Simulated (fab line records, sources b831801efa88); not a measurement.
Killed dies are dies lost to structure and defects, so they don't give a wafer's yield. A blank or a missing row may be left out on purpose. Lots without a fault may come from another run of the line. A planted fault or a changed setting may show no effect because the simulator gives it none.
Which tool did it? | flow sfq_line | 14 lots, 42 wafers sampled, at 6 steps of a route of 325

WHAT THE GAUGES READ, wafer by wafer
SFQ_M3_OVL_MEAS_921. Usual: M3_OVL 1 nm, standard deviation 5.6.
lot  | measured     | on         | M3_OVL (nm) | flag
L954 | day 46 14:49 | overlay-01 | -4 -8 -4    |
L956 | day 47 15:04 | overlay-02 | -2 4 -2     |
L957 | day 48 15:43 | overlay-02 | -1 -7 1     |
L958 | day 49 00:06 | overlay-01 | 11 12 11    |
L959 | day 49 09:42 | overlay-01 | 4 0 5       |
L960 | day 50 06:14 | overlay-01 | 3 7 2       |
L961 | day 50 17:10 | overlay-01 | 0 -5 1      |
L962 | day 50 23:09 | overlay-01 | -3 -5 -6    |
L963 | day 51 05:10 | overlay-01 | -2 1 6      |
L964 | day 51 17:10 | overlay-02 | 1 -7 3      |
L966 | day 52 07:34 | overlay-01 | 3 -2 4      |
L968 | day 53 12:36 | overlay-01 | 7 2 -4      |
L969 | day 54 01:37 | overlay-01 | 21 14 14    |
L970 | day 54 05:13 | overlay-01 | 3 1 0       |

SFQ_I4_BOW_MEAS_927. Usual: I4_BOW 6 um, standard deviation 9.2.
lot  | measured     | on            | I4_BOW (um) | flag
L954 | day 54 08:24 | film_metro-03 | 5 2 8       |
L956 | day 54 18:17 | film_metro-03 | 7 -6 -5     |
L957 | day 55 07:14 | film_metro-03 | 2 2 0       |
L958 | day 55 16:35 | film_metro-03 | 7 4 11      |
L959 | day 55 19:35 | film_metro-04 | -10 5 -4    |
L960 | day 57 04:34 | film_metro-03 | 15 7 7      |
L961 | day 57 09:29 | film_metro-04 | 12 19 16    |
L962 | day 57 14:14 | film_metro-04 | 16 6 -5     |
L963 | day 57 22:16 | film_metro-03 | 1 3 -2      |
L964 | day 58 08:16 | film_metro-02 | -7 5 -5     |
L966 | day 59 03:29 | film_metro-03 | 3 -12 2     |
L968 | day 61 23:58 | film_metro-03 | 18 14 11    |
L969 | day 62 01:47 | film_metro-04 | 9 13 2      |
L970 | day 62 02:59 | film_metro-02 | -2 2 0      |

SFQ_I4_OVL_MEAS_928. Usual: I4_OVL 3 nm, standard deviation 4.5.
lot  | measured     | on         | I4_OVL (nm) | flag
L954 | day 60 10:22 | overlay-02 | 7 5 4       |
L956 | day 60 21:11 | overlay-01 | -6 -4 0     |
L957 | day 61 09:17 | overlay-02 | 2 0 4       |
L958 | day 61 17:10 | overlay-02 | 6 3 3       |
L959 | day 61 20:46 | overlay-02 | -1 0 0      |
L960 | day 63 06:09 | overlay-02 | 4 2 3       |
L961 | day 63 08:33 | overlay-02 | -4 3 -1     |
L962 | day 63 12:08 | overlay-02 | 1 6 2       |
L963 | day 63 18:09 | overlay-02 | 7 9 9       |
L964 | day 64 01:21 | overlay-02 | 12 -1 3     |
L966 | day 64 09:45 | overlay-01 | -1 7 0      |
L968 | day 66 16:11 | overlay-02 | -7 -1 -4    |
L969 | day 66 17:23 | overlay-02 | 5 10 3      |
L970 | day 66 18:35 | overlay-02 | 5 0 0       |

WHICH TOOL RAN EACH LOT (tool, then ch and the chambers of the sampled wafers, then the start)
lot  | SFQ_TRILAYER_I1_CMP_CMP_046   | SFQ_TRILAYER_I1_METRO_MEASURE_047 | SFQ_TRILAYER_I1_VIA_ETCH_VIA_ETCH_052
L954 | cmp-01 ch 1,2, day 27 00:14   | film_metro-01, day 27 03:22       | rie_diel-02 ch 0,2, day 33 13:35
L956 | cmp-02 ch 0,2,3, day 27 18:53 | film_metro-04, day 27 22:12       | rie_diel-01 ch 2,3, day 34 10:21
L957 | cmp-01 ch 0,2, day 28 12:05   | film_metro-01, day 28 15:37       | rie_diel-01 ch 1,2, day 35 03:09
L958 | cmp-01 ch 1,2,3, day 29 03:13 | film_metro-04, day 29 05:20       | rie_diel-02 ch 1,2, day 35 19:57
L959 | cmp-02 ch 0,3, day 29 08:48   | film_metro-01, day 29 11:55       | rie_diel-03 ch 1,3, day 36 04:17
L960 | cmp-02 ch 0,2,3, day 30 06:48 | film_metro-01, day 30 09:19       | rie_diel-01 ch 1,3, day 36 23:29
L961 | cmp-01 ch 0,2,3, day 30 14:12 | film_metro-04, day 30 17:43       | rie_diel-02 ch 0,3, day 37 09:05
L962 | cmp-01 ch 0,1,3, day 31 02:01 | film_metro-03, day 31 05:08       | rie_diel-03 ch 0,2,3, day 37 17:29
L963 | cmp-01 ch 1,2, day 31 08:28   | film_metro-03, day 31 11:29       | rie_diel-03 ch 0,1,3, day 38 00:41
L964 | cmp-01 ch 0,3, day 31 17:13   | film_metro-04, day 31 20:44       | rie_diel-03 ch 2,3, day 38 10:25
L966 | cmp-01 ch 1,2, day 32 14:05   | film_metro-04, day 32 17:37       | rie_diel-01 ch 0,3, day 39 04:25
L968 | cmp-01 ch 0,2,3, day 34 00:59 | film_metro-03, day 34 04:19       | rie_diel-02 ch 0,1,3, day 40 08:01
L969 | cmp-02 ch 0,1, day 34 14:29   | film_metro-04, day 34 17:30       | rie_diel-02 ch 0,3, day 41 00:03
L970 | cmp-01 ch 0,1,3, day 34 18:59 | film_metro-01, day 34 22:31       | rie_diel-01 ch 0,3, day 41 07:15
- SFQ_TRILAYER_I1_CMP_CMP_046: polishes SiO2.
- SFQ_TRILAYER_I1_METRO_MEASURE_047
- SFQ_TRILAYER_I1_VIA_ETCH_VIA_ETCH_052: etches SiO2 in CHF3, stops on Nb, target depth 260 nm.

WHAT THE TOOLS THEMSELVES READ (means of the sampled wafers that have a number; where no wafer has one, the mark that the record gives instead)
SFQ_TRILAYER_I1_CMP_CMP_046. Usual: edge_zone_pressure_frac 1.000, standard deviation 0.0049; motor_current_A 10.5 A, standard deviation 1; time_to_endpoint_s 219 s, standard deviation 7.3.
lot  | tool   | edge_zone_pressure_frac | motor_current_A (A) | time_to_endpoint_s (s) | flag
L954 | cmp-01 | 0.999                   | 11.4                | 225                    |
L956 | cmp-02 | 1.001                   | 10.5                | 206                    |
L957 | cmp-01 | 0.999                   | 11.5                | 221                    |
L958 | cmp-01 | 0.999                   | 10.5                | 229                    |
L959 | cmp-02 | 0.996                   | 10.2                | 213                    |
L960 | cmp-02 | 0.998                   | 10.3                | 218                    |
L961 | cmp-01 | 1.001                   | 10.8                | 220                    |
L962 | cmp-01 | 0.996                   | 10.0                | 217                    |
L963 | cmp-01 | 1.005                   | 11.3                | 220                    |
L964 | cmp-01 | 0.996                   | 9.7                 | 219                    |
L966 | cmp-01 | 0.997                   | 11.0                | 228                    |
L968 | cmp-01 | 1.000                   | 10.8                | 227                    |
L969 | cmp-02 | 1.001                   | 9.9                 | 213                    |
L970 | cmp-01 | 0.997                   | 9.9                 | 239                    |

SFQ_TRILAYER_I1_METRO_MEASURE_047. Usual: thk_nm 200.2 nm, standard deviation 1.
lot  | tool          | thk_nm (nm) | flag
L954 | film_metro-01 | 201.4       |
L956 | film_metro-04 | 200.5       |
L957 | film_metro-01 | 199.6       |
L958 | film_metro-04 | 199.8       |
L959 | film_metro-01 | 200.6       |
L960 | film_metro-01 | 200.7       |
L961 | film_metro-04 | 200.3       |
L962 | film_metro-03 | 200.3       |
L963 | film_metro-03 | 198.8       |
L964 | film_metro-04 | 199.8       |
L966 | film_metro-04 | 200.6       |
L968 | film_metro-03 | 182.3       | OFF
L969 | film_metro-04 | 200.3       |
L970 | film_metro-01 | 184.2       | OFF

SFQ_TRILAYER_I1_VIA_ETCH_VIA_ETCH_052. Usual: drypump_motor_current_A 5.9 A, standard deviation 0.51; oes_product_au 0.855 a.u., standard deviation 0.0049.
lot  | tool        | drypump_motor_current_A (A) | oes_product_au (a.u.) | flag
L954 | rie_diel-02 | 5.8                         | 0.854                 |
L956 | rie_diel-01 | 5.7                         | 0.855                 |
L957 | rie_diel-01 | 5.8                         | 0.855                 |
L958 | rie_diel-02 | 6.1                         | 0.854                 |
L959 | rie_diel-03 | 5.8                         | 0.858                 |
L960 | rie_diel-01 | 6.1                         | 0.852                 |
L961 | rie_diel-02 | 5.8                         | 0.856                 |
L962 | rie_diel-03 | 5.6                         | 0.860                 |
L963 | rie_diel-03 | 5.6                         | 0.853                 |
L964 | rie_diel-03 | 5.9                         | 0.856                 |
L966 | rie_diel-01 | 6.0                         | 0.855                 |
L968 | rie_diel-02 | 6.0                         | 0.813                 | OFF
L969 | rie_diel-02 | 5.5                         | 0.853                 |
L970 | rie_diel-01 | 6.0                         | 0.812                 | OFF

THE ANSWER, worked out from the rows above alone
Rule: a lot is off if the mean of its wafers that have a number lies more than 3 standard deviations from the usual mean. A lot without any number at a reading at which 4 lots or more have one is off too. The other lots that the step has rows for count as sound. The gauges are gone through in route order, then the tools' own readings, and for those a lot's mean is taken as printed above. The first step at which some lot is off is used, and at that step the reading that is off furthest; a lot without a number counts as furthest.
Off: L968, L970, at SFQ_TRILAYER_I1_METRO_MEASURE_047 (thk_nm).
A tool fits if, at that step or a process step before it, it ran every lot that is off, and no sound lot after the first of them. One fits: cmp-01 at SFQ_TRILAYER_I1_CMP_CMP_046. Its last sound lot is L966 (day 32 14:05), its first lot that is off L968 (day 34 00:59): a fault that began between those two fits.

WHAT THE SIMULATOR HAD PUT IN
Process parameter drift: cmp-01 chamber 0, from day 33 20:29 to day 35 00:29, at SFQ_TRILAYER_I1_CMP_CMP_046. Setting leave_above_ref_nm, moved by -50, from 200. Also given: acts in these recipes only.
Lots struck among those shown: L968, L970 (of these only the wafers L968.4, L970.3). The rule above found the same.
